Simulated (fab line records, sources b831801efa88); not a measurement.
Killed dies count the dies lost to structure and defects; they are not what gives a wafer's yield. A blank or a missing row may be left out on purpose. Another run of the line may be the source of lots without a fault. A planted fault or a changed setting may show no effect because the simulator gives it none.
The tool behind it: which one? / flow gf180mcu / Sampling: 24 lots, 72 wafers, 6 of 602 route steps

## WHAT THE GAUGES READ, wafer by wafer
GF_M3_RS_MEAS_05: the measuring method here is four-point-probe. Usual: for M3_ALCU_RS the level is 0.0697 ohm/sq and the standard deviation is 0.00077.
lot=L074; measured=day 20 03:14; on=film_metro-04; M3_ALCU_RS (ohm/sq)=0.0704 0.0704 0.0701; flag=
lot=L075; measured=day 20 17:56; on=film_metro-02; M3_ALCU_RS (ohm/sq)=0.0696 0.0704 0.0694; flag=
lot=L076; measured=day 21 04:26; on=film_metro-02; M3_ALCU_RS (ohm/sq)=0.0693 0.0681 0.0683; flag=
lot=L077; measured=day 21 08:10; on=film_metro-04; M3_ALCU_RS (ohm/sq)=0.0695 0.0701 0.0695; flag=
lot=L078; measured=day 21 17:31; on=film_metro-03; M3_ALCU_RS (ohm/sq)=0.0705 0.0695 0.0707; flag=
lot=L079; measured=day 22 00:47; on=film_metro-03; M3_ALCU_RS (ohm/sq)=0.0700 0.0681 0.0693; flag=
lot=L080; measured=day 22 18:01; on=film_metro-03; M3_ALCU_RS (ohm/sq)=0.0696 0.0701 0.0703; flag=
lot=L081; measured=day 22 22:56; on=film_metro-03; M3_ALCU_RS (ohm/sq)=0.0706 0.0693 0.0708; flag=
lot=L082; measured=day 23 07:40; on=film_metro-03; M3_ALCU_RS (ohm/sq)=0.0709 0.0708 0.0706; flag=
lot=L083; measured=day 23 12:08; on=film_metro-03; M3_ALCU_RS (ohm/sq)=0.0697 0.0706 0.0697; flag=
lot=L084; measured=day 24 03:04; on=film_metro-02; M3_ALCU_RS (ohm/sq)=0.0687 0.0698 0.0683; flag=
lot=L085; measured=day 24 05:35; on=film_metro-04; M3_ALCU_RS (ohm/sq)=0.0696 0.0706 0.0702; flag=
lot=L086; measured=day 25 00:14; on=film_metro-03; M3_ALCU_RS (ohm/sq)=0.0707 0.0692 0.0698; flag=
lot=L087; measured=day 25 10:14; on=film_metro-02; M3_ALCU_RS (ohm/sq)=0.0696 0.0700 0.0699; flag=
lot=L088; measured=day 25 13:35; on=film_metro-02; M3_ALCU_RS (ohm/sq)=0.0701 0.0707 0.0706; flag=
lot=L089; measured=day 25 18:29; on=film_metro-02; M3_ALCU_RS (ohm/sq)=0.0690 0.0687 0.0691; flag=
lot=L090; measured=day 26 01:07; on=film_metro-04; M3_ALCU_RS (ohm/sq)=0.0694 0.0694 0.0699; flag=
lot=L091; measured=day 26 11:12; on=film_metro-03; M3_ALCU_RS (ohm/sq)=0.0707 0.0703 0.0712; flag=
lot=L092; measured=day 26 18:29; on=film_metro-04; M3_ALCU_RS (ohm/sq)=0.0700 0.0699 0.0692; flag=
lot=L093; measured=day 27 01:08; on=film_metro-04; M3_ALCU_RS (ohm/sq)=0.0695 0.0691 0.0699; flag=
lot=L094; measured=day 27 05:08; on=film_metro-03; M3_ALCU_RS (ohm/sq)=0.0708 0.0700 0.0711; flag=
lot=L095; measured=day 27 14:46; on=film_metro-02; M3_ALCU_RS (ohm/sq)=0.0693 0.0691 0.0692; flag=
lot=L096; measured=day 27 21:50; on=film_metro-02; M3_ALCU_RS (ohm/sq)=0.0691 0.0695 0.0692; flag=
lot=L097; measured=day 28 03:55; on=film_metro-04; M3_ALCU_RS (ohm/sq)=0.0687 0.0691 0.0683; flag=

GF_V3_THK_MEAS_01. Usual: for V3_CVD_00_THK the level is 597 nm and the standard deviation is 7.5.
lot=L074; measured=day 21 04:01; on=film_metro-02; V3_CVD_00_THK (nm)=601 596 598; flag=
lot=L075; measured=day 21 19:14; on=film_metro-03; V3_CVD_00_THK (nm)=610 597 603; flag=
lot=L076; measured=day 22 04:52; on=film_metro-01; V3_CVD_00_THK (nm)=595 580 595; flag=
lot=L077; measured=day 22 08:16; on=film_metro-02; V3_CVD_00_THK (nm)=599 591 576; flag=
lot=L078; measured=day 22 17:07; on=film_metro-03; V3_CVD_00_THK (nm)=603 603 596; flag=
lot=L079; measured=day 23 01:00; on=film_metro-03; V3_CVD_00_THK (nm)=601 597 593; flag=
lot=L080; measured=day 23 17:47; on=film_metro-01; V3_CVD_00_THK (nm)=608 611 604; flag=
lot=L081; measured=day 23 22:38; on=film_metro-01; V3_CVD_00_THK (nm)=594 610 597; flag=
lot=L082; measured=day 24 06:40; on=film_metro-01; V3_CVD_00_THK (nm)=605 600 599; flag=
lot=L083; measured=day 24 10:43; on=film_metro-03; V3_CVD_00_THK (nm)=599 594 588; flag=
lot=L084; measured=day 25 02:16; on=film_metro-03; V3_CVD_00_THK (nm)=601 594 592; flag=
lot=L085; measured=day 25 04:30; on=film_metro-03; V3_CVD_00_THK (nm)=588 591 592; flag=
lot=L086; measured=day 25 22:59; on=film_metro-02; V3_CVD_00_THK (nm)=605 594 581; flag=
lot=L087; measured=day 26 08:22; on=film_metro-01; V3_CVD_00_THK (nm)=602 590 601; flag=
lot=L088; measured=day 26 11:44; on=film_metro-03; V3_CVD_00_THK (nm)=587 581 590; flag=
lot=L089; measured=day 26 16:19; on=film_metro-03; V3_CVD_00_THK (nm)=604 598 598; flag=
lot=L090; measured=day 26 22:49; on=film_metro-02; V3_CVD_00_THK (nm)=598 601 603; flag=
lot=L091; measured=day 27 08:02; on=film_metro-03; V3_CVD_00_THK (nm)=586 592 588; flag=
lot=L092; measured=day 27 15:47; on=film_metro-02; V3_CVD_00_THK (nm)=592 594 593; flag=
lot=L093; measured=day 27 22:08; on=film_metro-03; V3_CVD_00_THK (nm)=611 604 605; flag=
lot=L094; measured=day 28 02:07; on=film_metro-03; V3_CVD_00_THK (nm)=595 597 600; flag=
lot=L095; measured=day 28 11:16; on=film_metro-01; V3_CVD_00_THK (nm)=599 595 596; flag=
lot=L096; measured=day 28 17:43; on=film_metro-03; V3_CVD_00_THK (nm)=606 594 595; flag=
lot=L097; measured=day 28 23:52; on=film_metro-01; V3_CVD_00_THK (nm)=589 597 588; flag=

GF_M4_THK_MEAS_06: measures by xrf. Usual: for M4_ALCU_THK the level is 451 nm and the standard deviation is 4.3.
lot=L074; measured=day 22 06:20; on=film_metro-01; M4_ALCU_THK (nm)=446 448 449; flag=
lot=L075; measured=day 22 20:34; on=film_metro-03; M4_ALCU_THK (nm)=448 459 452; flag=
lot=L076; measured=day 23 06:13; on=film_metro-01; M4_ALCU_THK (nm)=446 450 443; flag=
lot=L077; measured=day 23 09:54; on=film_metro-03; M4_ALCU_THK (nm)=446 447 445; flag=
lot=L078; measured=day 23 18:44; on=film_metro-03; M4_ALCU_THK (nm)=453 450 452; flag=
lot=L079; measured=day 24 02:05; on=film_metro-04; M4_ALCU_THK (nm)=459 456 456; flag=
lot=L080; measured=day 24 17:55; on=film_metro-04; M4_ALCU_THK (nm)=459 457 460; flag=
lot=L081; measured=day 24 23:16; on=film_metro-01; M4_ALCU_THK (nm)=448 451 448; flag=
lot=L082; measured=day 25 07:08; on=film_metro-04; M4_ALCU_THK (nm)=449 449 445; flag=
lot=L083; measured=day 25 10:45; on=film_metro-01; M4_ALCU_THK (nm)=442 446 450; flag=
lot=L084; measured=day 26 01:38; on=film_metro-03; M4_ALCU_THK (nm)=454 450 460; flag=
lot=L085; measured=day 26 04:16; on=film_metro-03; M4_ALCU_THK (nm)=452 451 458; flag=
lot=L086; measured=day 26 22:42; on=film_metro-03; M4_ALCU_THK (nm)=452 454 454; flag=
lot=L087; measured=day 27 07:35; on=film_metro-01; M4_ALCU_THK (nm)=452 451 449; flag=
lot=L088; measured=day 27 10:25; on=film_metro-01; M4_ALCU_THK (nm)=454 451 454; flag=
lot=L089; measured=day 27 15:09; on=film_metro-03; M4_ALCU_THK (nm)=455 453 453; flag=
lot=L090; measured=day 27 20:58; on=film_metro-03; M4_ALCU_THK (nm)=449 449 450; flag=
lot=L091; measured=day 28 06:02; on=film_metro-03; M4_ALCU_THK (nm)=452 454 445; flag=
lot=L092; measured=day 28 14:02; on=film_metro-04; M4_ALCU_THK (nm)=444 448 446; flag=
lot=L093; measured=day 28 20:22; on=film_metro-01; M4_ALCU_THK (nm)=458 453 452; flag=
lot=L094; measured=day 28 23:56; on=film_metro-03; M4_ALCU_THK (nm)=452 447 450; flag=
lot=L095; measured=day 29 09:10; on=film_metro-04; M4_ALCU_THK (nm)=455 452 447; flag=
lot=L096; measured=day 29 15:35; on=film_metro-04; M4_ALCU_THK (nm)=458 455 462; flag=
lot=L097; measured=day 29 21:28; on=film_metro-03; M4_ALCU_THK (nm)=450 446 444; flag=

## TOOL THAT RAN EACH LOT (tool first, then ch and the chambers of the sampled wafers, then the start)
lot=L074; GF_CONTACT_SPUTTER_23=pvd_sputter-04, day 15 21:43; GF_M4_SPUTTER_01=pvd_sputter-04, day 22 06:05; GF_M4_SPUTTER_04=pvd_sputter-04, day 22 06:10
lot=L075; GF_CONTACT_SPUTTER_23=pvd_sputter-03, day 16 13:11; GF_M4_SPUTTER_01=pvd_sputter-03, day 22 20:19; GF_M4_SPUTTER_04=pvd_sputter-03, day 22 20:23
lot=L076; GF_CONTACT_SPUTTER_23=pvd_sputter-03, day 16 21:47; GF_M4_SPUTTER_01=pvd_sputter-01, day 23 05:58; GF_M4_SPUTTER_04=pvd_sputter-01, day 23 06:03
lot=L077; GF_CONTACT_SPUTTER_23=pvd_sputter-02, day 17 01:28; GF_M4_SPUTTER_01=pvd_sputter-01, day 23 09:40; GF_M4_SPUTTER_04=pvd_sputter-01, day 23 09:44
lot=L078; GF_CONTACT_SPUTTER_23=pvd_sputter-04, day 17 11:52; GF_M4_SPUTTER_01=pvd_sputter-01, day 23 18:30; GF_M4_SPUTTER_04=pvd_sputter-01, day 23 18:35
lot=L079; GF_CONTACT_SPUTTER_23=pvd_sputter-03, day 17 17:20; GF_M4_SPUTTER_01=pvd_sputter-03, day 24 01:51; GF_M4_SPUTTER_04=pvd_sputter-03, day 24 01:56
lot=L080; GF_CONTACT_SPUTTER_23=pvd_sputter-03, day 18 08:47; GF_M4_SPUTTER_01=pvd_sputter-03, day 24 17:40; GF_M4_SPUTTER_04=pvd_sputter-03, day 24 17:44
lot=L081; GF_CONTACT_SPUTTER_23=pvd_sputter-02, day 18 16:29; GF_M4_SPUTTER_01=pvd_sputter-01, day 24 23:01; GF_M4_SPUTTER_04=pvd_sputter-01, day 24 23:05
lot=L082; GF_CONTACT_SPUTTER_23=pvd_sputter-04, day 19 01:29; GF_M4_SPUTTER_01=pvd_sputter-03, day 25 06:53; GF_M4_SPUTTER_04=pvd_sputter-03, day 25 06:58
lot=L083; GF_CONTACT_SPUTTER_23=pvd_sputter-04, day 19 08:44; GF_M4_SPUTTER_01=pvd_sputter-04, day 25 10:30; GF_M4_SPUTTER_04=pvd_sputter-04, day 25 10:35
lot=L084; GF_CONTACT_SPUTTER_23=pvd_sputter-03, day 19 21:17; GF_M4_SPUTTER_01=pvd_sputter-01, day 26 01:24; GF_M4_SPUTTER_04=pvd_sputter-01, day 26 01:29
lot=L085; GF_CONTACT_SPUTTER_23=pvd_sputter-02, day 20 01:59; GF_M4_SPUTTER_01=pvd_sputter-04, day 26 04:01; GF_M4_SPUTTER_04=pvd_sputter-04, day 26 04:06
lot=L086; GF_CONTACT_SPUTTER_23=pvd_sputter-02, day 20 20:49; GF_M4_SPUTTER_01=pvd_sputter-03, day 26 22:28; GF_M4_SPUTTER_04=pvd_sputter-03, day 26 22:32
lot=L087; GF_CONTACT_SPUTTER_23=pvd_sputter-03, day 21 08:25; GF_M4_SPUTTER_01=pvd_sputter-01, day 27 07:21; GF_M4_SPUTTER_04=pvd_sputter-01, day 27 07:26
lot=L088; GF_CONTACT_SPUTTER_23=pvd_sputter-02, day 21 11:44; GF_M4_SPUTTER_01=pvd_sputter-03, day 27 10:10; GF_M4_SPUTTER_04=pvd_sputter-03, day 27 10:14
lot=L089; GF_CONTACT_SPUTTER_23=pvd_sputter-02, day 21 17:20; GF_M4_SPUTTER_01=pvd_sputter-01, day 27 14:55; GF_M4_SPUTTER_04=pvd_sputter-01, day 27 14:59
lot=L090; GF_CONTACT_SPUTTER_23=pvd_sputter-03, day 22 00:07; GF_M4_SPUTTER_01=pvd_sputter-01, day 27 20:43; GF_M4_SPUTTER_04=pvd_sputter-01, day 27 20:47
lot=L091; GF_CONTACT_SPUTTER_23=pvd_sputter-03, day 22 12:04; GF_M4_SPUTTER_01=pvd_sputter-01, day 28 05:46; GF_M4_SPUTTER_04=pvd_sputter-01, day 28 05:51
lot=L092; GF_CONTACT_SPUTTER_23=pvd_sputter-04, day 22 20:15; GF_M4_SPUTTER_01=pvd_sputter-03, day 28 13:47; GF_M4_SPUTTER_04=pvd_sputter-03, day 28 13:52
lot=L093; GF_CONTACT_SPUTTER_23=pvd_sputter-02, day 23 03:09; GF_M4_SPUTTER_01=pvd_sputter-01, day 28 20:07; GF_M4_SPUTTER_04=pvd_sputter-01, day 28 20:12
lot=L094; GF_CONTACT_SPUTTER_23=pvd_sputter-03, day 23 07:13; GF_M4_SPUTTER_01=pvd_sputter-04, day 28 23:41; GF_M4_SPUTTER_04=pvd_sputter-04, day 28 23:46
lot=L095; GF_CONTACT_SPUTTER_23=pvd_sputter-04, day 23 18:37; GF_M4_SPUTTER_01=pvd_sputter-01, day 29 08:55; GF_M4_SPUTTER_04=pvd_sputter-01, day 29 09:00
lot=L096; GF_CONTACT_SPUTTER_23=pvd_sputter-02, day 24 02:47; GF_M4_SPUTTER_01=pvd_sputter-01, day 29 15:21; GF_M4_SPUTTER_04=pvd_sputter-01, day 29 15:26
lot=L097; GF_CONTACT_SPUTTER_23=pvd_sputter-03, day 24 09:22; GF_M4_SPUTTER_01=pvd_sputter-04, day 29 21:14; GF_M4_SPUTTER_04=pvd_sputter-04, day 29 21:19
- GF_CONTACT_SPUTTER_23: material TiN, target thk 10 nm, time 40 s.
- GF_M4_SPUTTER_01: material TiN, target thk 30 nm, time 25 s.
- GF_M4_SPUTTER_04: material TiN, target thk 50 nm, time 41.7 s.

## WHAT THE TOOLS THEMSELVES READ (means of the sampled wafers that have a number; where no wafer has one, the mark that the record gives instead)
GF_CONTACT_SPUTTER_23. Usual: 30.0 % for throttle_valve_pct, sd 1.1.
lot=L074; tool=pvd_sputter-04; throttle_valve_pct (%)=28.7; flag=
lot=L075; tool=pvd_sputter-03; throttle_valve_pct (%)=30.5; flag=
lot=L076; tool=pvd_sputter-03; throttle_valve_pct (%)=30.4; flag=
lot=L077; tool=pvd_sputter-02; throttle_valve_pct (%)=30.6; flag=
lot=L078; tool=pvd_sputter-04; throttle_valve_pct (%)=29.3; flag=
lot=L079; tool=pvd_sputter-03; throttle_valve_pct (%)=30.1; flag=
lot=L080; tool=pvd_sputter-03; throttle_valve_pct (%)=29.9; flag=
lot=L081; tool=pvd_sputter-02; throttle_valve_pct (%)=29.8; flag=
lot=L082; tool=pvd_sputter-04; throttle_valve_pct (%)=28.8; flag=
lot=L083; tool=pvd_sputter-04; throttle_valve_pct (%)=29.3; flag=
lot=L084; tool=pvd_sputter-03; throttle_valve_pct (%)=31.4; flag=
lot=L085; tool=pvd_sputter-02; throttle_valve_pct (%)=30.0; flag=
lot=L086; tool=pvd_sputter-02; throttle_valve_pct (%)=30.2; flag=
lot=L087; tool=pvd_sputter-03; throttle_valve_pct (%)=30.4; flag=
lot=L088; tool=pvd_sputter-02; throttle_valve_pct (%)=31.3; flag=
lot=L089; tool=pvd_sputter-02; throttle_valve_pct (%)=31.3; flag=
lot=L090; tool=pvd_sputter-03; throttle_valve_pct (%)=30.4; flag=
lot=L091; tool=pvd_sputter-03; throttle_valve_pct (%)=29.6; flag=
lot=L092; tool=pvd_sputter-04; throttle_valve_pct (%)=28.7; flag=
lot=L093; tool=pvd_sputter-02; throttle_valve_pct (%)=31.2; flag=
lot=L094; tool=pvd_sputter-03; throttle_valve_pct (%)=29.6; flag=
lot=L095; tool=pvd_sputter-04; throttle_valve_pct (%)=29.9; flag=
lot=L096; tool=pvd_sputter-02; throttle_valve_pct (%)=31.0; flag=
lot=L097; tool=pvd_sputter-03; throttle_valve_pct (%)=30.4; flag=

GF_M4_SPUTTER_01. Usual: 30.1 % for throttle_valve_pct, sd 0.97.
lot=L074; tool=pvd_sputter-04; throttle_valve_pct (%)=29.3; flag=
lot=L075; tool=pvd_sputter-03; throttle_valve_pct (%)=31.3; flag=
lot=L076; tool=pvd_sputter-01; throttle_valve_pct (%)=30.2; flag=
lot=L077; tool=pvd_sputter-01; throttle_valve_pct (%)=30.5; flag=
lot=L078; tool=pvd_sputter-01; throttle_valve_pct (%)=30.6; flag=
lot=L079; tool=pvd_sputter-03; throttle_valve_pct (%)=30.2; flag=
lot=L080; tool=pvd_sputter-03; throttle_valve_pct (%)=29.8; flag=
lot=L081; tool=pvd_sputter-01; throttle_valve_pct (%)=29.6; flag=
lot=L082; tool=pvd_sputter-03; throttle_valve_pct (%)=30.2; flag=
lot=L083; tool=pvd_sputter-04; throttle_valve_pct (%)=29.1; flag=
lot=L084; tool=pvd_sputter-01; throttle_valve_pct (%)=29.8; flag=
lot=L085; tool=pvd_sputter-04; throttle_valve_pct (%)=29.1; flag=
lot=L086; tool=pvd_sputter-03; throttle_valve_pct (%)=31.4; flag=
lot=L087; tool=pvd_sputter-01; throttle_valve_pct (%)=29.8; flag=
lot=L088; tool=pvd_sputter-03; throttle_valve_pct (%)=30.7; flag=
lot=L089; tool=pvd_sputter-01; throttle_valve_pct (%)=30.3; flag=
lot=L090; tool=pvd_sputter-01; throttle_valve_pct (%)=30.3; flag=
lot=L091; tool=pvd_sputter-01; throttle_valve_pct (%)=30.4; flag=
lot=L092; tool=pvd_sputter-03; throttle_valve_pct (%)=30.4; flag=
lot=L093; tool=pvd_sputter-01; throttle_valve_pct (%)=29.9; flag=
lot=L094; tool=pvd_sputter-04; throttle_valve_pct (%)=29.9; flag=
lot=L095; tool=pvd_sputter-01; throttle_valve_pct (%)=29.9; flag=
lot=L096; tool=pvd_sputter-01; throttle_valve_pct (%)=30.9; flag=
lot=L097; tool=pvd_sputter-04; throttle_valve_pct (%)=29.4; flag=

GF_M4_SPUTTER_04. Usual: 30.1 % for throttle_valve_pct, sd 1.
lot=L074; tool=pvd_sputter-04; throttle_valve_pct (%)=29.3; flag=
lot=L075; tool=pvd_sputter-03; throttle_valve_pct (%)=31.4; flag=
lot=L076; tool=pvd_sputter-01; throttle_valve_pct (%)=30.3; flag=
lot=L077; tool=pvd_sputter-01; throttle_valve_pct (%)=30.6; flag=
lot=L078; tool=pvd_sputter-01; throttle_valve_pct (%)=30.5; flag=
lot=L079; tool=pvd_sputter-03; throttle_valve_pct (%)=30.3; flag=
lot=L080; tool=pvd_sputter-03; throttle_valve_pct (%)=29.7; flag=
lot=L081; tool=pvd_sputter-01; throttle_valve_pct (%)=29.6; flag=
lot=L082; tool=pvd_sputter-03; throttle_valve_pct (%)=30.2; flag=
lot=L083; tool=pvd_sputter-04; throttle_valve_pct (%)=29.4; flag=
lot=L084; tool=pvd_sputter-01; throttle_valve_pct (%)=29.8; flag=
lot=L085; tool=pvd_sputter-04; throttle_valve_pct (%)=29.1; flag=
lot=L086; tool=pvd_sputter-03; throttle_valve_pct (%)=31.2; flag=
lot=L087; tool=pvd_sputter-01; throttle_valve_pct (%)=29.8; flag=
lot=L088; tool=pvd_sputter-03; throttle_valve_pct (%)=30.9; flag=
lot=L089; tool=pvd_sputter-01; throttle_valve_pct (%)=30.4; flag=
lot=L090; tool=pvd_sputter-01; throttle_valve_pct (%)=30.4; flag=
lot=L091; tool=pvd_sputter-01; throttle_valve_pct (%)=30.7; flag=
lot=L092; tool=pvd_sputter-03; throttle_valve_pct (%)=30.4; flag=
lot=L093; tool=pvd_sputter-01; throttle_valve_pct (%)=29.8; flag=
lot=L094; tool=pvd_sputter-04; throttle_valve_pct (%)=29.9; flag=
lot=L095; tool=pvd_sputter-01; throttle_valve_pct (%)=29.8; flag=
lot=L096; tool=pvd_sputter-01; throttle_valve_pct (%)=31.1; flag=
lot=L097; tool=pvd_sputter-04; throttle_valve_pct (%)=29.3; flag=

## THE ANSWER, worked out from the rows above alone
Rule: take the mean of a lot's wafers that have a number; if it is more than 3 standard deviations from the usual mean, the lot is off. A lot without any number at a reading at which 4 lots or more have one is off too. The other lots that the step has rows for count as sound. Order of review: gauges by route order, followed by the tools' own readings, for which a lot's mean as printed above is used. The first step at which some lot is off is used, and at that step the reading that is off furthest; a lot without a number counts as furthest.
None of the lots is off at any reading shown; this tells nothing.

## WHAT THE SIMULATOR PUT IN
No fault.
